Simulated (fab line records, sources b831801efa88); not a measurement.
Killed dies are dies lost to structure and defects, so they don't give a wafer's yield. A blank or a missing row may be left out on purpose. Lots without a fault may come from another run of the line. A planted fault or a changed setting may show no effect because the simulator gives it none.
fab line records | flow sky130
record lots=24 wafers=72 last_day=50
route steps=708 shown VT_ADJUST_NCORE@126 LI_CONTACT@382 VIA1@460 METAL2@498 VIA4@641 METAL5@663
lots that met no fault: from a run of the same line without faults
start_h: hours from the record's first day to the start of the lot's first wafer shown | wait_h: hours since the lot's step before | " the same as in the row above | L1.1+2: a row that stands for several wafers | - no value, or no start given | * or withheld: withheld | < > ~ a bound
route shown NAME@n: a module of which the file shows steps, and the number in the route of the first | usual: mean/standard deviation of fault-free wafers | same: alike in all rows | chamber/n: place in a boat | sites: the reading at each site | _std_site: their standard deviation | _edge_site: outer sites' mean less inner sites' | radius_mm: how far each site lies from the wafer's centre | mask NAME#n: copy n | behind: the tool/chamber that last shaped the wafer | hold: why the lot was held/for how many hours/how that ended | device: the transistor (n, p or np) that didn't switch | end of line: the same wafers' tests at the end of the route | a step without rows: its recipe alone | killed: dies lost to structure and defects at the first sort, not the wafer's yield | map: a wafer's dies, x killed, . not, _ none there
set.NAME: the setting as run; set.NAME@STEP: as run at that earlier step | model.NAME: the simulator's own value behind a step, which no gauge read
steps of the route over a sample of lots; a table a step, a row a wafer
services: from which hour (start_h, from the record's first day; less than 0 if before it) a tool's chamber was out of use, for how many hours, and why
## steps
# step SKY_VT_ADJUST_NCORE_CD_MEAS_07
# recipe target_cd_nm=380
# usual cd_nm=379.8/2.4
# columns lot.wafer tool chamber start_h wait_h cd_nm
L074.2 cd_sem-02 - 184.25 0.1 379.5
L074.4 " - " " 380.2
L074.5 " - " " 381.1
L075.2 cd_sem-01 - 190.39 0.1 376.8
L075.5 " - " " 378.7
L075.6 " - " " 378.2
L076.2 cd_sem-02 - 191.94 0.2 379.3
L076.4 " - " " 377.3
L076.5 " - " " 380.0
L077.2 cd_sem-01 - 202.08 0.1 376.9
L077.3 " - " " 377.4
L077.5 " - " " 376.1
L078.2 cd_sem-02 - 209.25 0.1 379.6
L078.4 " - " " 377.7
L078.6 " - " " 378.9
L079.1 cd_sem-02 - 213.25 0.1 383.4
L079.3 " - " " 385.1
L079.6 " - " " 383.4
L080.1 cd_sem-01 - 220.50 0.1 378.6
L080.2 " - " " 380.2
L080.5 " - " " 380.3
L081.1 cd_sem-01 - 229.75 0.1 381.9
L081.2 " - " " 383.7
L081.6 " - " " 382.2
L082.1 cd_sem-02 - 237.73 0.1 377.5
L082.4 " - " " 380.8
L082.6 " - " " 379.0
L083.4 cd_sem-01 - 250.49 0.1 379.8
L083.5 " - " " 383.5
L083.6 " - " " 381.2
L085.1 cd_sem-02 - 263.03 0.1 375.1
L085.2 " - " " 378.3
L085.6 " - " " 377.3
L084.2 cd_sem-01 - 264.25 0.1 383.9
L084.5 " - " " 383.8
L084.6 " - " " 381.9
L086.2 cd_sem-01 - 274.27 0.1 378.9
L086.5 " - " " 377.2
L086.6 " - " " 377.8
L087.2 cd_sem-02 - 279.30 0.1 379.7
L087.4 " - " " 382.6
L087.5 " - " " 380.9
L088.1 cd_sem-01 - 281.13 0.1 379.2
L088.5 " - " " 380.7
L088.6 " - " " 379.8
L089.1 cd_sem-02 - 294.84 0.1 380.7
L089.2 " - " " 378.9
L089.6 " - " " 380.3
L090.1 cd_sem-01 - 305.13 0.1 377.9
L090.4 " - " " 378.7
L090.6 " - " " 376.9
L091.1 cd_sem-01 - 309.16 0.1 381.3
L091.3 " - " " 381.9
L091.4 " - " " 382.9
L092.3 cd_sem-01 - 317.22 0.1 384.4
L092.4 " - " " 383.0
L092.5 " - " " 383.4
L093.1 cd_sem-02 - 319.78 0.1 379.0
L093.3 " - " " 379.3
L093.5 " - " " 378.9
L094.1 cd_sem-01 - 321.49 0.1 380.2
L094.5 " - " " 381.8
L094.6 " - " " 381.7
L095.3 cd_sem-02 - 330.70 0.1 383.4
L095.4 " - " " 381.1
L095.5 " - " " 379.8
L096.2 cd_sem-02 - 340.30 0.1 379.5
L096.3 " - " " 378.6
L096.4 " - " " 378.7
L097.1 cd_sem-02 - 344.91 0.1 376.8
L097.3 " - " " 376.5
L097.5 " - " " 375.4
# step SKY_LI_CONTACT_SPUTTER_20
# recipe material=TiN target_thk_nm=20 chamber_pressure_pa=5 power_w=4000 time_s=80
# usual chamber_pressure_pa=5.000/0.01 throttle_valve_pct=29.7/0.87
# columns lot.wafer tool chamber start_h wait_h chamber_pressure_pa throttle_valve_pct
L074.2 pvd_sputter-03 - 677.63 0.0 4.994 28.9
L074.4 " - " " 5.002 29.1
L074.5 " - " " 5.001 29.3
L076.2 pvd_sputter-03 - 689.06 0.0 5.007 30.7
L076.4 " - " " 4.988 30.0
L076.5 " - " " 5.009 29.2
L075.2 pvd_sputter-04 - 690.89 0.0 5.011 28.3
L075.5 " - " " 4.990 30.9
L075.6 " - " " 5.007 30.9
L077.2 pvd_sputter-03 - 700.81 0.0 4.984 29.2
L077.3 " - " " 4.994 30.0
L077.5 " - " " 5.005 30.5
L078.2 pvd_sputter-02 - 712.11 0.0 4.992 28.9
L078.4 " - " " 4.985 30.0
L078.6 " - " " 5.000 29.1
L079.1 pvd_sputter-04 - 713.26 0.0 4.997 30.9
L079.3 " - " " 5.014 28.1
L079.6 " - " " 5.008 31.1
L080.1 pvd_sputter-03 - 724.06 0.0 5.010 29.7
L080.2 " - " " 4.977 30.8
L080.5 " - " " 5.002 29.2
L081.1 pvd_sputter-03 - 751.04 0.0 4.993 29.1
L081.2 " - " " 5.002 29.8
L081.6 " - " " 4.991 29.2
L082.1 pvd_sputter-03 - 752.93 0.0 5.010 29.7
L082.4 " - " " 5.020 30.6
L082.6 " - " " 4.984 29.2
L083.4 pvd_sputter-04 - 762.33 0.0 4.998 31.0
L083.5 " - " " 5.002 31.1
L083.6 " - " " 5.003 31.1
L084.2 pvd_sputter-02 - 776.55 0.0 5.016 28.7
L084.5 " - " " 5.017 29.5
L084.6 " - " " 5.007 29.3
L085.1 pvd_sputter-03 - 778.80 0.0 5.004 29.2
L085.2 " - " " 5.012 29.9
L085.6 " - " " 4.994 29.1
L086.2 pvd_sputter-04 - 787.41 0.0 5.000 31.0
L086.5 " - " " 4.997 30.3
L086.6 " - " " 4.997 31.0
L088.1 pvd_sputter-03 - 799.49 0.0 5.007 31.1
L088.5 " - " " 5.009 30.0
L088.6 " - " " 5.019 30.6
L087.2 pvd_sputter-04 - 799.98 0.0 4.994 30.2
L087.4 " - " " 5.002 28.3
L087.5 " - " " 5.007 30.8
L089.1 pvd_sputter-02 - 807.66 0.0 5.005 29.2
L089.2 " - " " 5.002 29.6
L089.6 " - " " 5.030 29.5
L091.1 pvd_sputter-04 - 823.90 0.0 5.008 30.9
L091.3 " - " " 5.012 30.2
L091.4 " - " " 5.011 28.1
L090.1 pvd_sputter-02 - 824.85 0.0 4.988 29.4
L090.4 " - " " 4.985 29.8
L090.6 " - " " 4.985 29.8
L093.1 pvd_sputter-03 - 831.53 0.0 4.993 30.6
L093.3 " - " " 5.002 29.4
L093.5 " - " " 4.997 29.9
L092.3 pvd_sputter-02 - 836.26 0.0 4.987 29.7
L092.4 " - " " 4.998 29.2
L092.5 " - " " 4.999 28.7
L094.1 pvd_sputter-04 - 836.61 0.0 4.997 31.1
L094.5 " - " " 4.995 28.1
L094.6 " - " " 5.005 29.9
L095.3 pvd_sputter-04 - 842.63 0.0 5.005 30.9
L095.4 " - " " 4.992 30.1
L095.5 " - " " 4.988 29.8
L096.2 pvd_sputter-03 - 852.93 0.0 5.001 30.6
L096.3 " - " " 4.991 29.9
L096.4 " - " " 5.013 29.2
L097.1 pvd_sputter-04 - 853.90 0.0 4.997 30.9
L097.3 " - " " 4.996 31.2
L097.5 " - " " 4.989 30.3
# step SKY_VIA1_CMP_02
# recipe material=SiO2 down_force_psi=4 platen_rpm=60 pad_velocity_m_s=0.94248
# usual motor_current_A=12.0/1
# columns lot.wafer tool chamber start_h wait_h motor_current_A
L074.4 cmp-02 3 764.19 0.1 12.5
L074.2 " 1 " " 11.4
L074.5 " 3 " " 12.4
L076.2 cmp-01 0 776.60 0.1 10.9
L076.4 " 2 " " 13.3
L076.5 " 3 " " 10.8
L075.2 cmp-01 0 778.59 0.1 10.8
L075.6 " 2 " " 13.6
L075.5 " 3 " " 10.8
L077.3 cmp-01 3 787.57 0.1 11.1
L077.2 " 0 " " 10.7
L077.5 " 3 " " 11.1
L078.4 cmp-01 0 798.65 0.1 10.9
L078.2 " 1 " " 11.7
L078.6 " 3 " " 10.7
L079.1 cmp-01 2 799.74 0.1 13.2
L079.3 " 0 " " 11.6
L079.6 " 2 " " 13.8
L080.1 cmp-02 1 810.68 0.1 12.1
L080.2 " 3 " " 12.7
L080.5 " 0 " " 11.8
L081.2 cmp-01 3 835.83 0.1 11.2
L081.1 " 0 " " 11.0
L081.6 " 2 " " 13.6
L082.1 cmp-01 0 837.10 0.1 10.9
L082.4 " 3 " " 11.0
L082.6 " 1 " " 11.5
L083.4 cmp-01 2 845.30 0.2 13.8
L083.5 " 3 " " 11.4
L083.6 " 0 " " 10.9
L084.2 cmp-01 1 860.11 0.1 12.0
L084.5 " 3 " " 11.3
L084.6 " 0 " " 10.9
L085.1 cmp-01 3 863.26 0.1 11.3
L085.2 " 0 " " 10.9
L085.6 " 2 " " 13.0
L086.2 cmp-01 0 870.67 0.2 10.5
L086.6 " 1 " " 12.1
L086.5 " 2 " " 13.5
L088.1 cmp-02 1 883.50 0.2 12.1
L088.5 " 2 " " 13.7
L088.6 " 3 " " 12.3
L087.4 cmp-01 2 883.72 0.1 13.1
L087.2 " 3 " " 11.3
L087.5 " 0 " " 11.1
L089.1 cmp-01 1 891.25 0.1 11.7
L089.2 " 3 " " 11.4
L089.6 " 1 " " 11.1
L091.4 cmp-02 2 906.02 0.0 14.1
L091.3 " 0 " " 12.1
L091.1 " 1 " " 11.9
L090.1 cmp-02 1 907.05 0.1 12.0
L090.4 " 0 " " 12.3
L090.6 " 1 " " 12.5
L093.3 cmp-02 1 913.07 0.0 11.9
L093.1 " 3 " " 12.3
L093.5 " 1 " " 11.6
L092.4 cmp-02 2 919.21 0.0 13.0
L092.3 " 3 " " 12.6
L092.5 " 2 " " 13.7
L094.1 cmp-02 1 919.56 0.2 11.6
L094.5 " 0 " " 12.0
L094.6 " 1 " " 12.3
L095.3 cmp-02 3 925.47 0.0 12.2
L095.4 " 1 " " 12.1
L095.5 " 3 " " 12.6
L096.3 cmp-01 0 934.47 0.0 10.7
L096.2 " 2 " " 13.1
L096.4 " 3 " " 11.4
L097.3 cmp-01 1 936.08 0.1 12.4
L097.1 " 2 " " 13.6
L097.5 " 3 " " 10.9
# step SKY_METAL2_CD_MEAS_15
# recipe target_cd_nm=140
# usual cd_nm=140.0/1.8
# columns lot.wafer tool chamber start_h wait_h cd_nm
L074.2 cd_sem-02 - 819.03 - 138.9
L074.4 " - " " 140.7
L074.5 " - " " 138.0
L076.2 cd_sem-01 - 831.21 - 139.9
L076.4 " - " " 141.4
L076.5 " - " " 140.1
L075.2 cd_sem-02 - 832.71 - 141.3
L075.5 " - " " 142.1
L075.6 " - " " 141.1
L077.2 cd_sem-02 - 841.25 - 138.7
L077.3 " - " " 136.9
L077.5 " - " " 139.5
L078.2 cd_sem-01 - 852.03 - 139.1
L078.4 " - " " 140.0
L078.6 " - " " 140.5
L079.1 cd_sem-02 - 853.74 - 140.9
L079.3 " - " " 142.2
L079.6 " - " " 141.7
L080.1 cd_sem-01 - 864.61 - 139.0
L080.2 " - " " 139.0
L080.5 " - " " 138.5
L081.1 cd_sem-02 - 889.26 - 139.5
L081.2 " - " " 141.4
L081.6 " - " " 140.4
L082.1 cd_sem-02 - 890.81 - 142.8
L082.4 " - " " 141.2
L082.6 " - " " 143.6
L083.4 cd_sem-02 - 897.74 - 140.0
L083.5 " - " " 140.0
L083.6 " - " " 139.9
L084.2 cd_sem-01 - 913.58 - 138.8
L084.5 " - " " 139.3
L084.6 " - " " 139.3
L085.1 cd_sem-02 - 916.54 - 138.5
L085.2 " - " " 138.6
L085.6 " - " " 140.5
L086.2 cd_sem-01 - 923.40 - 142.7
L086.5 " - " " 142.5
L086.6 " - " " 143.0
L088.1 cd_sem-01 - 936.14 - 137.8
L088.5 " - " " 135.1
L088.6 " - " " 138.4
L087.2 cd_sem-02 - 936.51 - 142.3
L087.4 " - " " 141.4
L087.5 " - " " 141.6
L089.1 cd_sem-01 - 943.09 - 142.3
L089.2 " - " " 141.8
L089.6 " - " " 140.1
L091.1 cd_sem-01 - 955.14 - 139.5
L091.3 " - " " 139.2
L091.4 " - " " 140.0
L090.1 cd_sem-01 - 956.69 - 137.3
L090.4 " - " " 137.4
L090.6 " - " " 138.0
L093.1 cd_sem-01 - 964.26 - 140.1
L093.3 " - " " 140.8
L093.5 " - " " 143.0
L092.3 cd_sem-01 - 969.10 - 136.9
L092.4 " - " " 136.2
L092.5 " - " " 137.4
L094.1 cd_sem-02 - 969.19 - 143.6
L094.5 " - " " 141.1
L094.6 " - " " 141.0
L095.3 cd_sem-02 - 975.65 - 140.1
L095.4 " - " " 138.1
L095.5 " - " " 138.4
L096.2 cd_sem-02 - 983.13 - 137.0
L096.3 " - " " 138.2
L096.4 " - " " 139.0
L097.1 cd_sem-01 - 985.66 - 141.0
L097.3 " - " " 141.9
L097.5 " - " " 141.8
# step SKY_VIA4_CMP_02
# recipe material=SiO2 down_force_psi=4 platen_rpm=60 pad_velocity_m_s=0.94248
# usual motor_current_A=12.2/0.96
# columns lot.wafer tool chamber start_h wait_h motor_current_A
L074.2 cmp-02 1 978.11 0.0 12.0
L074.4 " 3 " " 12.1
L074.5 " 1 " " 12.2
L076.4 cmp-01 1 987.85 0.0 11.6
L076.2 " 3 " " 10.8
L076.5 " 1 " " 10.7
L075.2 cmp-02 0 991.82 0.1 12.0
L075.6 " 2 " " 13.4
L075.5 " 3 " " 12.5
L077.3 cmp-02 0 998.16 0.2 11.9
L077.2 " 1 " " 11.5
L077.5 " 3 " " 11.9
L078.4 cmp-01 0 1008.47 0.1 11.0
L078.2 " 2 " " 13.1
L078.6 " 0 " " 11.0
L079.1 cmp-01 2 1010.11 0.1 13.5
L079.3 " 3 " " 11.1
L079.6 " 2 " " 13.2
L080.2 cmp-02 3 1017.85 0.3 12.0
L080.1 " 1 " " 11.8
L080.5 " 3 " " 12.6
L081.2 cmp-02 1 1041.17 0.1 12.1
L081.1 " 3 " " 12.5
L081.6 " 1 " " 12.9
L082.1 cmp-02 0 1042.77 0.1 12.1
L082.4 " 2 " " 13.9
L082.6 " 0 " " 12.3
L083.4 cmp-02 2 1049.30 0.1 13.1
L083.6 " 0 " " 11.9
L083.5 " 1 " " 11.4
L084.2 cmp-01 0 1062.51 0.1 11.1
L084.5 " 3 " " 10.7
L084.6 " 0 " " 11.2
L085.2 cmp-02 3 1063.86 0.1 12.2
L085.1 " 0 " " 12.4
L085.6 " 2 " " 13.1
L086.2 cmp-01 1 1070.85 0.1 11.7
L086.6 " 0 " " 10.9
L086.5 " 1 " " 12.1
L088.1 cmp-02 3 1080.46 0.3 11.9
L088.5 " 1 " " 12.4
L088.6 " 2 " " 13.1
L087.4 cmp-01 2 1080.54 0.0 14.1
L087.2 " 1 " " 12.0
L087.5 " 3 " " 11.1
L089.1 cmp-02 2 1085.14 0.1 13.4
L089.2 " 3 " " 12.9
L089.6 " 1 " " 12.0
L091.4 cmp-02 2 1097.15 0.0 13.7
L091.3 " 3 " " 12.2
L091.1 " 0 " " 12.3
L090.1 cmp-02 2 1098.63 0.1 13.2
L090.4 " 1 " " 11.9
L090.6 " 3 " " 12.1
L093.3 cmp-01 0 1105.85 0.5 11.0
L093.1 " 2 " " 13.3
L093.5 " 0 " " 11.3
L092.3 cmp-01 1 1109.64 0.0 11.8
L092.4 " 3 " " 11.0
L092.5 " 1 " " 11.6
L094.1 cmp-02 0 1110.25 0.1 12.1
L094.6 " 3 " " 12.4
L094.5 " 0 " " 12.2
L095.3 cmp-02 1 1115.36 0.1 11.4
L095.4 " 2 " " 13.0
L095.5 " 1 " " 11.9
L096.4 cmp-01 0 1120.63 0.0 10.6
L096.3 " 2 " " 13.4
L096.2 " 3 " " 10.9
L097.3 cmp-01 0 1121.57 0.1 10.8
L097.1 " 2 " " 13.2
L097.5 " 0 " " 10.8
# step SKY_METAL5_SPUTTER_02
# recipe material=AlCu target_thk_nm=1150 power_w=10600 time_s=61.2 chamber_pressure_pa=0.4
# usual chamber_pressure_pa=0.4000/0.00078 throttle_valve_pct=29.7/0.58
# columns lot.wafer tool chamber start_h wait_h chamber_pressure_pa throttle_valve_pct
L074.2 pvd_sputter-01 - 1003.02 0.0 0.3998 29.1
L074.4 " - " " 0.3987 29.4
L074.5 " - " " 0.4013 29.8
L076.2 pvd_sputter-01 - 1012.16 0.0 0.3998 29.8
L076.4 " - " " 0.4005 30.3
L076.5 " - " " 0.4002 29.2
L075.2 pvd_sputter-03 - 1016.35 0.0 0.3993 29.3
L075.5 " - " " 0.4007 29.7
L075.6 " - " " 0.4002 30.5
L077.2 pvd_sputter-02 - 1021.86 0.0 0.3999 29.3
L077.3 " - " " 0.3999 28.9
L077.5 " - " " 0.4001 29.1
L078.2 pvd_sputter-03 - 1032.79 0.0 0.3989 28.9
L078.4 " - " " 0.4004 30.0
L078.6 " - " " 0.4002 29.3
L079.1 pvd_sputter-01 - 1033.36 0.0 0.4006 29.4
L079.3 " - " " 0.3991 30.2
L079.6 " - " " 0.4006 30.2
L080.1 pvd_sputter-03 - 1042.03 0.0 0.4004 30.8
L080.2 " - " " 0.4002 29.1
L080.5 " - " " 0.4003 30.0
L081.1 pvd_sputter-01 - 1064.94 0.0 0.4008 29.1
L081.2 " - " " 0.4003 29.5
L081.6 " - " " 0.3993 30.0
L082.1 pvd_sputter-01 - 1066.12 0.0 0.3987 29.6
L082.4 " - " " 0.3996 29.7
L082.6 " - " " 0.4009 29.2
L083.4 pvd_sputter-01 - 1073.02 0.0 0.3991 30.0
L083.5 " - " " 0.4003 30.0
L083.6 " - " " 0.3989 29.0
L084.2 pvd_sputter-03 - 1084.73 0.0 0.4005 30.7
L084.5 " - " " 0.4002 30.1
L084.6 " - " " 0.3996 29.2
L085.1 pvd_sputter-02 - 1085.95 0.0 0.3990 29.1
L085.2 " - " " 0.4011 29.2
L085.6 " - " " 0.3993 29.3
L086.2 pvd_sputter-02 - 1092.39 0.0 0.3995 29.8
L086.5 " - " " 0.4008 28.7
L086.6 " - " " 0.3995 29.9
L088.1 pvd_sputter-01 - 1101.20 0.0 0.4004 29.2
L088.5 " - " " 0.4000 30.1
L088.6 " - " " 0.4009 29.4
L087.2 pvd_sputter-01 - 1102.13 0.0 0.3999 30.1
L087.4 " - " " 0.4003 29.0
L087.5 " - " " 0.3985 30.0
L089.1 pvd_sputter-02 - 1106.80 0.0 0.4019 29.3
L089.2 " - " " 0.4021 29.2
L089.6 " - " " 0.4010 29.5
L091.1 pvd_sputter-03 - 1117.84 0.0 0.4013 29.2
L091.3 " - " " 0.4001 30.6
L091.4 " - " " 0.3996 29.9
L090.1 pvd_sputter-01 - 1120.31 0.0 0.3996 30.0
L090.4 " - " " 0.3995 29.9
L090.6 " - " " 0.4003 28.9
L093.1 pvd_sputter-03 - 1126.50 0.0 0.3998 30.6
L093.3 " - " " 0.4004 29.0
L093.5 " - " " 0.4005 29.6
L092.3 pvd_sputter-03 - 1129.88 0.0 0.4008 29.5
L092.4 " - " " 0.3996 28.8
L092.5 " - " " 0.4001 31.0
L094.1 pvd_sputter-03 - 1131.44 0.0 0.3987 29.4
L094.5 " - " " 0.3993 29.6
L094.6 " - " " 0.4003 30.9
L095.3 pvd_sputter-03 - 1136.74 0.0 0.4006 29.1
L095.4 " - " " 0.4007 31.0
L095.5 " - " " 0.3999 30.1
L096.2 pvd_sputter-03 - 1140.73 0.0 0.3999 29.7
L096.3 " - " " 0.4007 28.9
L096.4 " - " " 0.4006 30.5
L097.1 pvd_sputter-01 - 1142.01 0.0 0.4019 29.3
L097.3 " - " " 0.3997 30.2
L097.5 " - " " 0.3996 30.0
## services
# columns tool chamber start_h hours kind
pvd_sputter-03 - 655.11 0.8 repair
cmp-02 - 670.01 15.8 repair
cmp-01 - 673.43 1.0 repair
cmp-02 - 710.01 1.0 repair
pvd_sputter-03 - 710.50 0.7 repair
cmp-02 - 714.01 1.1 repair
cmp-02 - 745.76 4.0 pm
cmp-02 - 816.00 2.7 repair
cmp-01 - 818.78 0.4 repair
pvd_sputter-03 - 848.06 4.5 repair
cmp-01 - 850.89 0.9 repair
cmp-01 - 912.27 4.0 pm
cmp-01 - 916.27 3.3 pm
cmp-02 - 930.40 5.5 repair
cmp-02 - 935.95 4.3 pm
cmp-01 - 966.92 16.3 repair
cmp-01 - 996.51 3.8 pm
cmp-02 - 1000.46 11.7 pm
cmp-01 - 1003.36 1.4 repair
cmp-02 - 1015.09 0.9 repair
cmp-02 - 1031.70 5.6 repair
cmp-02 - 1075.72 1.4 repair
cmp-02 - 1085.90 4.0 pm
cmp-02 - 1105.04 2.3 repair
## key
fault none
